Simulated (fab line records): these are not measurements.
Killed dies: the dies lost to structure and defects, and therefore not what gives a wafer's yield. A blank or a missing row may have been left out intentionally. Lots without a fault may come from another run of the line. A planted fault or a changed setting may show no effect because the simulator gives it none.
fab line records | flow sky130
record: lots: 12 | wafers: 36 | last_day: 50
route steps=708 shown POLY_GATE@228 LDD_HVN@275 LDD_HVP@287 PAD_OPEN@708
lots untouched by any fault: they come from a run of this same line in which no faults occurred
start_h: hours from the record's first day to the start of the lot's first wafer shown | wait_h: how many hours have passed since the lot's step before this one | " identical to the entry in the row above | L1.1+2: a row that stands for several wafers | - value missing, or start not given | * or withheld: withheld | < > ~ a bound
route shown NAME@n: NAME is a module with steps in the file, n the number in the route of the first one | usual: average and standard deviation across the fault-free wafers | same: alike in all rows | chamber/n: place in a boat | sites: the reading at each site | _std_site: the standard deviation of these | _edge_site: mean of outer sites minus mean of inner sites | radius_mm: for every site, how far away it sits from the centre of the wafer | mask NAME#n: copy n | behind: the tool/chamber that last shaped the wafer | hold: what put the lot on hold/how long, in hours/how the hold closed | device: the transistor (n, p or np) that didn't switch | end of line: tests run on the same wafers once the route is complete | step lacking rows: just its recipe | killed: count of dies lost to structure and defects at first sort (not the wafer's yield) | map: dies across one wafer; x = killed, . = not, _ = none there
set.NAME: the setting the step ran with; set.NAME@STEP: the setting that earlier step ran with | model.NAME: the simulator's own value behind a step, which no gauge read
route steps across a sampled set of lots; one table per step, one row per wafer
services: when a tool's chamber went out of use (start_h, in hours from the record's first day, below 0 if earlier), for how many hours, and the reason
== steps ==
step: SKY_POLY_GATE_OVL_MEAS_14
usual: POLY_GATE_OVL: 2/5.9
lot.wafer | tool       | chamber | start_h | wait_h | POLY_GATE_OVL[nm]
L253.2    | overlay-01 | -       | 377.26  | 0.1    | 9
L253.4    | "          | -       | "       | "      | 8
L253.6    | "          | -       | "       | "      | 3
L254.2    | overlay-02 | -       | 382.86  | 0.1    | -2
L254.3    | "          | -       | "       | "      | 0
L254.5    | "          | -       | "       | "      | 0
L255.1    | overlay-02 | -       | 390.36  | 0.1    | 8
L255.3    | "          | -       | "       | "      | 11
L255.5    | "          | -       | "       | "      | 6
L256.1    | overlay-01 | -       | 404.54  | 0.1    | 2
L256.4    | "          | -       | "       | "      | 8
L256.6    | "          | -       | "       | "      | 9
L259.3    | overlay-02 | -       | 431.92  | 0.1    | 0
L259.5    | "          | -       | "       | "      | 2
L259.6    | "          | -       | "       | "      | 13
L260.1    | overlay-01 | -       | 441.50  | 0.1    | 0
L260.2    | "          | -       | "       | "      | -3
L260.4    | "          | -       | "       | "      | -10
L267.1    | overlay-02 | -       | 503.71  | 0.1    | -3
L267.4    | "          | -       | "       | "      | -1
L267.5    | "          | -       | "       | "      | -5
L269.1    | overlay-02 | -       | 520.21  | 0.1    | -7
L269.2    | "          | -       | "       | "      | 0
L269.6    | "          | -       | "       | "      | 3
L270.1    | overlay-01 | -       | 528.65  | 0.1    | -1
L270.3    | "          | -       | "       | "      | 5
L270.6    | "          | -       | "       | "      | 3
L271.1    | overlay-02 | -       | 542.26  | 0.1    | 13
L271.2    | "          | -       | "       | "      | 8
L271.4    | "          | -       | "       | "      | 6
L273.3    | overlay-02 | -       | 558.16  | 0.1    | 12
L273.4    | "          | -       | "       | "      | 6
L273.5    | "          | -       | "       | "      | 7
L274.1    | overlay-02 | -       | 566.94  | 0.1    | -8
L274.4    | "          | -       | "       | "      | -2
L274.6    | "          | -       | "       | "      | 3
step: SKY_POLY_GATE_STRIP_18
recipe: chemistry: O2/N2 | power_w: 1400 | pressure_mtorr: 1500 | platen_temp_c: withheld | o2_flow_sccm: 3000 | n2_flow_sccm: 300 | overash_fraction: 0.5
usual: drypump_motor_current_A: 5.8/0.42 | oes_product_au: 0.361/0.0045 | strip_time_to_endpoint_s: 3.17/0.032
lot.wafer | tool            | chamber | start_h | wait_h | drypump_motor_current_A | oes_product_au | rf_hours_counter_h | strip_time_to_endpoint_s
L253.2    | plasma_asher-01 | 1       | 377.52  | 0.0    | 5.9                     | 0.360          | 67                 | 3.18
L253.4    | "               | 0       | "       | "      | 5.1                     | 0.354          | -                  | 3.17
L253.6    | "               | 0       | "       | "      | 5.0                     | 0.365          | -                  | 3.17
L254.2    | plasma_asher-01 | 0       | 383.13  | 0.0    | 5.0                     | 0.362          | 68                 | 3.15
L254.3    | "               | 0       | "       | "      | 5.0                     | 0.355          | -                  | 3.16
L254.5    | "               | 1       | "       | "      | 5.9                     | 0.357          | -                  | 3.17
L255.1    | plasma_asher-01 | 0       | 390.63  | 0.0    | 5.0                     | 0.356          | 68                 | 3.17
L255.3    | "               | 0       | "       | "      | 5.0                     | 0.360          | -                  | 3.19
L255.5    | "               | 1       | "       | "      | 5.9                     | 0.360          | -                  | 3.19
L256.1    | plasma_asher-01 | 0       | 404.82  | 0.0    | 5.1                     | 0.352          | 70                 | 3.13
L256.4    | "               | 0       | "       | "      | 5.0                     | 0.366          | -                  | 3.16
L256.6    | "               | 0       | "       | "      | 5.1                     | 0.360          | -                  | 3.16
L259.3    | plasma_asher-01 | 1       | 432.21  | 0.1    | 5.9                     | 0.365          | -                  | 3.18
L259.5    | "               | 0       | "       | "      | 5.1                     | 0.356          | -                  | 3.19
L259.6    | "               | 1       | "       | "      | 5.9                     | 0.357          | -                  | 3.17
L260.1    | plasma_asher-02 | 0       | 441.77  | 0.0    | 6.1                     | 0.358          | 78                 | 3.17
L260.2    | "               | 1       | "       | "      | 5.7                     | 0.356          | 78                 | 3.12
L260.4    | "               | 0       | "       | "      | 6.1                     | 0.363          | -                  | 3.17
L267.1    | plasma_asher-04 | 1       | 503.98  | 0.0    | 6.1                     | 0.364          | 67                 | 3.24
L267.4    | "               | 1       | "       | "      | 6.1                     | 0.361          | -                  | 3.23
L267.5    | "               | 0       | "       | "      | 6.2                     | 0.365          | -                  | 3.16
L269.1    | plasma_asher-02 | 0       | 520.48  | 0.0    | 6.1                     | 0.359          | 87                 | 3.23
L269.2    | "               | 1       | "       | "      | 5.7                     | 0.357          | 87                 | 3.18
L269.6    | "               | 1       | "       | "      | 5.7                     | 0.363          | -                  | 3.20
L270.1    | plasma_asher-02 | 0       | 528.92  | 0.0    | 6.1                     | 0.354          | 87                 | 3.21
L270.3    | "               | 1       | "       | "      | 5.7                     | 0.360          | -                  | 3.13
L270.6    | "               | 0       | "       | "      | 6.1                     | 0.364          | -                  | 3.18
L271.1    | plasma_asher-02 | 1       | 542.53  | 0.0    | 5.7                     | 0.363          | 89                 | 3.19
L271.2    | "               | 0       | "       | "      | 6.1                     | 0.359          | 89                 | 3.16
L271.4    | "               | 1       | "       | "      | 5.7                     | 0.361          | -                  | 3.16
L273.3    | plasma_asher-04 | 1       | 558.45  | 0.1    | 6.1                     | 0.353          | -                  | 3.16
L273.4    | "               | 0       | "       | "      | 6.2                     | 0.359          | -                  | 3.19
L273.5    | "               | 1       | "       | "      | 6.1                     | 0.363          | -                  | 3.19
L274.1    | plasma_asher-01 | 1       | 567.22  | 0.0    | 5.9                     | 0.368          | 13                 | 3.11
L274.4    | "               | 1       | "       | "      | 5.9                     | 0.358          | -                  | 3.14
L274.6    | "               | 0       | "       | "      | 5.0                     | 0.367          | -                  | 3.13
step: SKY_LDD_HVN_IMPLANT_08
recipe: species: P | energy_kev: 60 | dose_cm2: 3e+13 | tilt_deg: 40
lot.wafer  | tool         | chamber | start_h | wait_h
L253.2+4+6 | implanter-02 | 0       | 472.30  | 0.0
L254.2+3+5 | implanter-04 | 0       | 478.65  | 0.0
L255.1+3+5 | implanter-04 | 0       | 486.11  | 0.0
L256.1+4+6 | implanter-03 | 0       | 499.83  | 0.0
L259.3+5+6 | implanter-04 | 0       | 527.47  | 0.1
L260.1+2+4 | implanter-04 | 0       | 536.66  | 0.0
L267.1+4+5 | implanter-02 | 0       | 596.87  | 0.0
L269.1+2+6 | implanter-02 | 0       | 612.52  | 0.0
L270.1+3+6 | implanter-02 | 0       | 619.63  | 0.0
L271.1+2+4 | implanter-04 | 0       | 633.82  | 0.0
L273.3+4+5 | implanter-04 | 0       | 649.72  | 0.1
L274.1+4+6 | implanter-04 | 0       | 657.11  | 0.0
step: SKY_LDD_HVN_TW_MEAS_10
usual: LDD_HVN_TW: 1449/10
lot.wafer | tool          | chamber | start_h | wait_h | LDD_HVN_TW
L253.2    | film_metro-04 | -       | 472.54  | 0.1    | 1440
L253.4    | "             | -       | "       | "      | 1445
L253.6    | "             | -       | "       | "      | 1440
L254.2    | film_metro-02 | -       | 478.89  | 0.1    | 1467
L254.3    | "             | -       | "       | "      | 1461
L254.5    | "             | -       | "       | "      | 1467
L255.1    | film_metro-04 | -       | 486.36  | 0.1    | 1443
L255.3    | "             | -       | "       | "      | 1452
L255.5    | "             | -       | "       | "      | 1437
L256.1    | film_metro-03 | -       | 500.08  | 0.1    | 1442
L256.4    | "             | -       | "       | "      | 1439
L256.6    | "             | -       | "       | "      | 1439
L259.3    | film_metro-03 | -       | 527.69  | 0.1    | 1385
L259.5    | "             | -       | "       | "      | 1379
L259.6    | "             | -       | "       | "      | 1385
L260.1    | film_metro-02 | -       | 536.91  | 0.1    | 1405
L260.2    | "             | -       | "       | "      | 1408
L260.4    | "             | -       | "       | "      | 1407
L267.1    | film_metro-04 | -       | 597.12  | 0.1    | 1441
L267.4    | "             | -       | "       | "      | 1446
L267.5    | "             | -       | "       | "      | 1450
L269.1    | film_metro-02 | -       | 612.77  | 0.1    | 1459
L269.2    | "             | -       | "       | "      | 1459
L269.6    | "             | -       | "       | "      | 1457
L270.1    | film_metro-04 | -       | 619.88  | 0.1    | 1437
L270.3    | "             | -       | "       | "      | 1441
L270.6    | "             | -       | "       | "      | 1437
L271.1    | film_metro-03 | -       | 634.07  | 0.1    | 1448
L271.2    | "             | -       | "       | "      | 1441
L271.4    | "             | -       | "       | "      | 1450
L273.3    | film_metro-02 | -       | 649.94  | 0.1    | 1464
L273.4    | "             | -       | "       | "      | 1461
L273.5    | "             | -       | "       | "      | 1457
L274.1    | film_metro-02 | -       | 657.36  | 0.1    | 1454
L274.4    | "             | -       | "       | "      | 1458
L274.6    | "             | -       | "       | "      | 1461
step: SKY_LDD_HVP_STRIP_09
recipe: chemistry: O2/N2 | power_w: 1400 | pressure_mtorr: 1500 | platen_temp_c: withheld | o2_flow_sccm: 3000 | n2_flow_sccm: 300 | overash_fraction: 0.5
usual: drypump_motor_current_A: 5.8/0.39 | oes_product_au: 0.408/0.0046 | strip_time_to_endpoint_s: 4.133/0.012
lot.wafer | tool            | chamber | start_h | wait_h | drypump_motor_current_A | oes_product_au | rf_hours_counter_h | strip_time_to_endpoint_s
L253.2    | plasma_asher-01 | 1       | 503.61  | 0.1    | 5.9                     | 0.405          | 7                  | 4.143
L253.4    | "               | 1       | "       | "      | 5.9                     | 0.411          | -                  | 4.133
L253.6    | "               | 0       | "       | "      | 5.0                     | 0.405          | -                  | 4.136
L254.2    | plasma_asher-04 | 1       | 509.22  | 0.1    | 6.1                     | 0.413          | 67                 | 4.126
L254.3    | "               | 0       | "       | "      | 6.2                     | 0.409          | -                  | 4.112
L254.5    | "               | 1       | "       | "      | 6.1                     | 0.408          | -                  | 4.116
L255.1    | plasma_asher-01 | 0       | 517.41  | 0.1    | 5.0                     | 0.409          | 8                  | 4.135
L255.3    | "               | 1       | "       | "      | 5.9                     | 0.404          | -                  | 4.134
L255.5    | "               | 1       | "       | "      | 5.9                     | 0.412          | -                  | 4.133
L256.1    | plasma_asher-01 | 1       | 530.46  | 0.1    | 5.9                     | 0.403          | 9                  | 4.133
L256.4    | "               | 0       | "       | "      | 5.0                     | 0.407          | -                  | 4.130
L256.6    | "               | 0       | "       | "      | 5.0                     | 0.411          | -                  | 4.119
L259.3    | plasma_asher-02 | 0       | 558.54  | 0.1    | 6.1                     | 0.409          | -                  | 4.152
L259.5    | "               | 1       | "       | "      | 5.7                     | 0.409          | -                  | 4.159
L259.6    | "               | 0       | "       | "      | 6.1                     | 0.410          | -                  | 4.151
L260.1    | plasma_asher-02 | 1       | 567.31  | 0.1    | 5.7                     | 0.411          | 91                 | 4.117
L260.2    | "               | 0       | "       | "      | 6.1                     | 0.411          | 91                 | 4.111
L260.4    | "               | 1       | "       | "      | 5.8                     | 0.408          | -                  | 4.109
L267.1    | plasma_asher-01 | 0       | 626.26  | 0.1    | 5.0                     | 0.409          | 20                 | 4.117
L267.4    | "               | 1       | "       | "      | 5.9                     | 0.412          | -                  | 4.138
L267.5    | "               | 1       | "       | "      | 5.9                     | 0.398          | -                  | 4.122
L269.1    | plasma_asher-04 | 0       | 642.02  | 0.1    | 6.2                     | 0.398          | 79                 | 4.136
L269.2    | "               | 1       | "       | "      | 6.1                     | 0.400          | 79                 | 4.136
L269.6    | "               | 0       | "       | "      | 6.2                     | 0.408          | -                  | 4.110
L270.1    | plasma_asher-02 | 0       | 649.11  | 0.1    | 6.1                     | 0.402          | 100                | 4.135
L270.3    | "               | 0       | "       | "      | 6.1                     | 0.419          | -                  | 4.132
L270.6    | "               | 1       | "       | "      | 5.7                     | 0.407          | -                  | 4.151
L271.1    | plasma_asher-02 | 1       | 662.06  | 0.1    | 5.8                     | 0.410          | 102                | 4.117
L271.2    | "               | 0       | "       | "      | 6.1                     | 0.406          | 102                | 4.136
L271.4    | "               | 0       | "       | "      | 6.1                     | 0.399          | -                  | 4.121
L273.3    | plasma_asher-01 | 1       | 678.50  | 0.1    | 5.9                     | 0.417          | -                  | 4.140
L273.4    | "               | 0       | "       | "      | 5.0                     | 0.410          | -                  | 4.135
L273.5    | "               | 1       | "       | "      | 5.9                     | 0.405          | -                  | 4.114
L274.1    | plasma_asher-04 | 0       | 685.52  | 0.1    | 6.2                     | 0.411          | 83                 | 4.133
L274.4    | "               | 0       | "       | "      | 6.2                     | 0.400          | -                  | 4.141
L274.6    | "               | 1       | "       | "      | 6.1                     | 0.415          | -                  | 4.150
step: SKY_PAD_OPEN_PROBE_99
usual: killed_at_M0_to_M3: 44/7.2 | killed_at_M4_up: 3.5/1.8 | killed_at_contacts: 25/5.1 | killed_at_front_end: 14/4.4 | killed_at_other: 0.4/0.58 | killed_dies: 87/9.1 | killed_open: 48/6.9 | killed_short: 38/6.3
same: gross_dies: 492 | killed_at_back_side: 0
lot.wafer | tool      | chamber | start_h | wait_h | killed_at_M0_to_M3 | killed_at_M4_up | killed_at_contacts | killed_at_front_end | killed_at_other | killed_dies | killed_open | killed_short
L259.3    | prober-01 | -       | 1118.41 | 0.2    | 46                 | 2               | 25                 | 12                  | 0               | 85          | 50          | 35
L259.5    | prober-01 | -       | 1118.51 | 0.2    | 45                 | 7               | 14                 | 5                   | 0               | 71          | 42          | 29
L259.6    | prober-01 | -       | 1118.56 | 0.2    | 47                 | 5               | 27                 | 13                  | 0               | 92          | 52          | 40
L260.1    | prober-02 | -       | 1124.70 | 0.1    | 41                 | 3               | 25                 | 14                  | 0               | 83          | 47          | 36
L260.2    | prober-02 | -       | 1124.75 | 0.1    | 38                 | 2               | 24                 | 12                  | 0               | 76          | 41          | 35
L260.4    | prober-02 | -       | 1124.85 | 0.2    | 40                 | 4               | 27                 | 12                  | 0               | 83          | 55          | 28
L267.1    | prober-02 | -       | 1161.56 | 0.1    | 48                 | 3               | 19                 | 6                   | 1               | 77          | 46          | 31
L267.4    | prober-02 | -       | 1161.71 | 0.2    | 43                 | 3               | 25                 | 14                  | 0               | 85          | 45          | 40
L267.5    | prober-02 | -       | 1161.76 | 0.2    | 45                 | 2               | 25                 | 14                  | 1               | 87          | 50          | 37
L269.1    | prober-02 | -       | 1172.35 | 0.1    | 48                 | 4               | 36                 | 11                  | 1               | 100         | 54          | 44
L269.2    | prober-02 | -       | 1172.40 | 0.1    | 48                 | 0               | 27                 | 22                  | 0               | 97          | 56          | 41
L269.6    | prober-02 | -       | 1172.60 | 0.2    | 42                 | 5               | 37                 | 13                  | 0               | 97          | 64          | 32
L270.1    | prober-01 | -       | 1175.69 | 0.1    | 50                 | 4               | 26                 | 9                   | 0               | 89          | 45          | 41
L270.3    | prober-01 | -       | 1175.79 | 0.2    | 62                 | 2               | 26                 | 7                   | 0               | 97          | 53          | 43
L270.6    | prober-01 | -       | 1175.94 | 0.2    | 58                 | 1               | 26                 | 15                  | 0               | 100         | 58          | 42
L271.1    | prober-02 | -       | 1185.86 | 0.1    | 41                 | 3               | 25                 | 19                  | 1               | 89          | 42          | 46
L271.2    | prober-02 | -       | 1185.91 | 0.1    | 39                 | 3               | 20                 | 21                  | 1               | 84          | 52          | 31
L271.4    | prober-02 | -       | 1186.01 | 0.2    | 26                 | 3               | 20                 | 15                  | 3               | 67          | 31          | 33
L273.3    | prober-02 | -       | 1194.75 | 0.2    | 36                 | 4               | 27                 | 13                  | 0               | 80          | 42          | 38
L273.4    | prober-02 | -       | 1194.80 | 0.2    | 37                 | 5               | 16                 | 15                  | 0               | 73          | 42          | 29
L273.5    | prober-02 | -       | 1194.85 | 0.2    | 58                 | 6               | 20                 | 12                  | 0               | 96          | 48          | 47
killed by level:class
L259.3 VIA1:geometric_particle:open=15 LI_CONTACT:geometric_particle:open=10 CONTACT:geometric_particle:open=7 VIA2:geometric_particle:open=7 METAL2:geometric_particle:short=7 LI_CONTACT:geometric_particle:short=4 FIELD_ISO:geometric_particle:short=3 METAL1:geometric_particle:short=3
L259.5 VIA3:geometric_particle:open=10 VIA1:geometric_particle:open=9 LI_CONTACT:geometric_particle:open=6 METAL1:geometric_particle:short=5 VIA1:geometric_particle:short=5 VIA2:geometric_particle:open=4 METAL4:geometric_particle:short=4 FIELD_ISO:geometric_particle:short=3
L259.6 CONTACT:geometric_particle:open=13 VIA2:geometric_particle:open=8 VIA1:geometric_particle:open=8 LI_CONTACT:geometric_particle:open=7 METAL2:geometric_particle:short=6 METAL1:geometric_particle:short=6 VIA1:geometric_particle:short=5 VIA3:geometric_particle:short=5
L260.1 CONTACT:geometric_particle:open=10 VIA2:geometric_particle:open=9 FIELD_ISO:geometric_particle:open=8 VIA1:geometric_particle:open=8 METAL1:geometric_particle:short=7 VIA1:geometric_particle:short=5 LI_CONTACT:geometric_particle:open=4 LOCAL_INTERCONNECT:geometric_particle:short=4
L260.2 CONTACT:geometric_particle:open=9 VIA3:geometric_particle:open=8 VIA1:geometric_particle:open=6 FIELD_ISO:geometric_particle:open=5 VIA2:geometric_particle:open=5 LI_CONTACT:geometric_particle:open=4 METAL1:geometric_particle:short=4 LOCAL_INTERCONNECT:geometric_particle:short=4
L260.4 CONTACT:geometric_particle:open=12 LI_CONTACT:geometric_particle:open=9 VIA1:geometric_particle:open=8 VIA2:geometric_particle:open=7 VIA3:geometric_particle:open=6 FIELD_ISO:geometric_particle:open=4 VIA1:geometric_particle:short=4 FIELD_ISO:geometric_particle:short=3
L267.1 VIA1:geometric_particle:open=14 LI_CONTACT:geometric_particle:open=8 VIA2:geometric_particle:open=8 METAL2:geometric_particle:short=7 METAL1:geometric_particle:short=6 VIA3:geometric_particle:open=6 FIELD_ISO:geometric_particle:open=4 LOCAL_INTERCONNECT:geometric_particle:short=4
L267.4 LI_CONTACT:geometric_particle:open=8 METAL2:geometric_particle:short=8 CONTACT:geometric_particle:open=7 FIELD_ISO:geometric_particle:open=6 VIA1:geometric_particle:open=6 VIA3:geometric_particle:open=5 VIA2:geometric_particle:short=5 VIA2:geometric_particle:open=5
L267.5 VIA1:geometric_particle:open=12 LI_CONTACT:geometric_particle:open=11 METAL2:geometric_particle:short=7 CONTACT:geometric_particle:open=7 VIA2:geometric_particle:open=6 METAL3:geometric_particle:short=6 METAL1:geometric_particle:short=4 VIA1:geometric_particle:short=4
L269.1 VIA1:geometric_particle:open=18 CONTACT:geometric_particle:open=11 LI_CONTACT:geometric_particle:open=9 METAL2:geometric_particle:short=7 CONTACT:geometric_particle:short=7 LI_CONTACT:geometric_particle:short=6 VIA1:geometric_particle:short=5 VIA3:geometric_particle:open=5
L269.2 CONTACT:geometric_particle:open=13 POLY_GATE:geometric_particle:open=8 LI_CONTACT:geometric_particle:open=8 VIA1:geometric_particle:open=8 POLY_GATE:geometric_particle:short=6 METAL1:geometric_particle:short=6 VIA1:geometric_particle:short=6 VIA3:geometric_particle:open=4
L269.6 LI_CONTACT:geometric_particle:open=16 CONTACT:geometric_particle:open=11 VIA2:geometric_particle:open=10 VIA1:geometric_particle:open=8 POLY_GATE:geometric_particle:open=6 LOCAL_INTERCONNECT:geometric_particle:short=5 VIA3:geometric_particle:open=5 POLY_GATE:geometric_particle:short=4
L270.1 VIA1:geometric_particle:open=16 CONTACT:geometric_particle:open=10 VIA1:geometric_particle:short=9 CONTACT:geometric_particle:short=6 METAL1:geometric_particle:short=4 METAL2:geometric_particle:short=4 VIA2:geometric_particle:open=4 VIA3:geometric_particle:short=4
L270.3 VIA1:geometric_particle:open=14 METAL1:geometric_particle:short=10 LI_CONTACT:geometric_particle:open=9 CONTACT:geometric_particle:open=9 VIA3:geometric_particle:open=9 METAL2:geometric_particle:short=8 VIA2:geometric_particle:open=6 VIA3:geometric_particle:short=5
L270.6 VIA1:geometric_particle:open=13 CONTACT:geometric_particle:open=9 VIA3:geometric_particle:open=8 VIA2:geometric_particle:open=7 LI_CONTACT:geometric_particle:open=7 METAL1:geometric_particle:short=7 VIA1:geometric_particle:short=6 METAL2:geometric_particle:short=5
L271.1 CONTACT:geometric_particle:open=10 VIA1:geometric_particle:short=10 FIELD_ISO:geometric_particle:open=7 LOCAL_INTERCONNECT:geometric_particle:short=6 VIA1:geometric_particle:open=6 VIA3:geometric_particle:open=6 FIELD_ISO:geometric_particle:short=4 CONTACT:geometric_particle:short=4
L271.2 VIA1:geometric_particle:open=10 LI_CONTACT:geometric_particle:open=8 VIA2:geometric_particle:open=7 FIELD_ISO:geometric_particle:open=5 METAL1:geometric_particle:short=5 VIA3:geometric_particle:open=5 POLY_GATE:geometric_particle:short=4 CONTACT:geometric_particle:short=4
L271.4 CONTACT:geometric_particle:open=6 VIA2:geometric_particle:open=5 FIELD_ISO:geometric_particle:short=4 FIELD_ISO:geometric_particle:open=4 LI_CONTACT:geometric_particle:open=4 LI_CONTACT:geometric_particle:short=4 POLY_GATE:geometric_particle:short=3 LOCAL_INTERCONNECT:geometric_particle:short=3
L273.3 CONTACT:geometric_particle:open=11 LI_CONTACT:geometric_particle:open=8 METAL1:geometric_particle:short=6 VIA1:geometric_particle:open=6 FIELD_ISO:geometric_particle:short=5 VIA1:geometric_particle:short=5 LI_CONTACT:geometric_particle:short=4 VIA2:geometric_particle:open=4
L273.4 CONTACT:geometric_particle:open=8 VIA1:geometric_particle:open=8 VIA2:geometric_particle:open=6 VIA1:geometric_particle:short=5 VIA3:geometric_particle:open=5 POLY_GATE:geometric_particle:open=4 METAL4:geometric_particle:short=4 FIELD_ISO:geometric_particle:short=3
L273.5 VIA1:geometric_particle:open=15 VIA1:geometric_particle:short=11 LOCAL_INTERCONNECT:geometric_particle:short=9 VIA2:geometric_particle:open=9 VIA3:geometric_particle:open=6 METAL3:geometric_particle:short=5 LI_CONTACT:geometric_particle:open=4 CONTACT:geometric_particle:open=4
== services ==
tool            | chamber | start_h | hours | kind
plasma_asher-01 | -       | 360.48  | 13.5  | repair
implanter-03    | -       | 382.33  | 2.9   | repair
plasma_asher-01 | -       | 383.41  | 2.2   | repair
implanter-02    | -       | 393.17  | 22.6  | pm
plasma_asher-04 | -       | 407.02  | 2.8   | pm
plasma_asher-02 | -       | 415.73  | 0.4   | repair
plasma_asher-01 | -       | 421.25  | 9.0   | pm
plasma_asher-01 | 0       | 421.25  | 9.0   | vent_cycle
plasma_asher-01 | 1       | 421.25  | 9.0   | vent_cycle
plasma_asher-04 | -       | 446.33  | 1.2   | repair
implanter-03    | -       | 455.34  | 1.2   | repair
implanter-03    | -       | 455.34  | 1.0   | repair
plasma_asher-01 | -       | 473.14  | 2.8   | pm
plasma_asher-04 | -       | 491.16  | 0.8   | repair
implanter-03    | -       | 514.83  | 5.6   | repair
plasma_asher-04 | -       | 524.79  | 1.2   | repair
implanter-03    | -       | 561.66  | 7.6   | pm
plasma_asher-04 | -       | 568.65  | 16.2  | repair
implanter-03    | -       | 600.14  | 1.3   | repair
implanter-02    | -       | 603.57  | 4.9   | pm
implanter-04    | -       | 618.42  | 1.5   | repair
plasma_asher-01 | -       | 639.18  | 3.4   | repair
implanter-02    | -       | 648.88  | 3.6   | pm
plasma_asher-02 | -       | 653.38  | 2.1   | repair
== key ==
first_sign: step: SKY_LDD_HVN_TW_MEAS_10 | reading: LDD_HVN_TW | direction: down | sigmas: 5.3 | usual: 1449 | struck: 1395
effect none on later readings
met_at SKY_LDD_HVN_IMPLANT_08
struck_lots L259,L260
tester_left_out L259,L260
not_acting_at SKY_POLY_GATE_OVL_MEAS_14,SKY_POLY_GATE_STRIP_18,SKY_LDD_HVP_STRIP_09
onset_between 486.11 527.47
fault: kind: process_parameter_drift | tool: implanter-04 | chamber: - | onset_h: 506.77 | steps: SKY_LDD_HVN_IMPLANT_08 | channel: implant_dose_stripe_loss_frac | offset: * | shape: step | end_h: 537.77
tester_left_out: of these lots the tester's yield and bins aren't shown, on N5 and GAA mostly nor the transistor test; their killed dies are dies lost to structure and defects alone, not to doping, threshold or leakage, so they don't give the yield
